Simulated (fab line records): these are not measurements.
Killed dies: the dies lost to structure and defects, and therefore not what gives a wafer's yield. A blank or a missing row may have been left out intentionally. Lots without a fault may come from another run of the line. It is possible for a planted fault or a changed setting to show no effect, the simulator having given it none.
The tool behind it: which one? ; flow sky130 ; 13 lots (39 wafers sampled), 1 step of a 708-step route

WHAT EACH GAUGE READ, for each wafer
SKY_POLY_GATE_OVL_MEAS_14.
lot;measured;on;POLY_GATE_OVL (nm)
L309;day 16 14:51;overlay-01;-9 -3 -10
L310;day 16 16:22;overlay-02;7 0 4
L311;day 17 08:28;overlay-01;13 11 12
L314;day 18 13:51;overlay-02;9 5 10
L316;day 20 00:58;overlay-02;-4 2 1
L315;day 20 01:54;overlay-02;-2 0 -2
L317;day 20 06:13;overlay-01;4 0 -2
L318;day 20 07:01;overlay-01;7 5 1
L319;day 20 16:48;overlay-02;-2 1 6
L320;day 21 00:15;overlay-02;13 15 18
L323;day 21 17:04;overlay-02;11 7 9
L330;day 24 02:07;overlay-01;1 4 -1
L331;day 24 15:34;overlay-02;10 7 10

TOOL THAT RAN EACH LOT (tool first, then ch and the chambers of the sampled wafers, then the start)
No process step before these readings appears in the record.

AS READ BY THE TOOLS THEMSELVES (means over the sampled wafers that have a number; for cases with no such wafer, the mark the record gives instead)
The record holds no such reading with a usual standard deviation.

THE ANSWER, worked out from the rows above alone
Rule: usual is defined by the lots themselves. The widest of any qualifying gaps counts: lots, ordered by their means at a reading, are off when they make up no more than a third of the lots, leave a main group of 4 or more, and stand apart from it by 3 or more times the standard deviation of that group's means. Not used: any main group whose means are identical at the precision the tables above print for the reading. A lot without any number at a reading at which 4 lots or more have one is off too. Where the step has rows for the other lots, those lots are counted as sound. First the gauges in route order, then the tools' own readings, where a lot's mean is used as printed above. At the first step where some lot is off, the reading lying furthest off is the one used; lots without a number count as furthest.
None of the lots is off at any reading shown; this tells nothing.

WHAT THE SIMULATOR HAD PUT IN
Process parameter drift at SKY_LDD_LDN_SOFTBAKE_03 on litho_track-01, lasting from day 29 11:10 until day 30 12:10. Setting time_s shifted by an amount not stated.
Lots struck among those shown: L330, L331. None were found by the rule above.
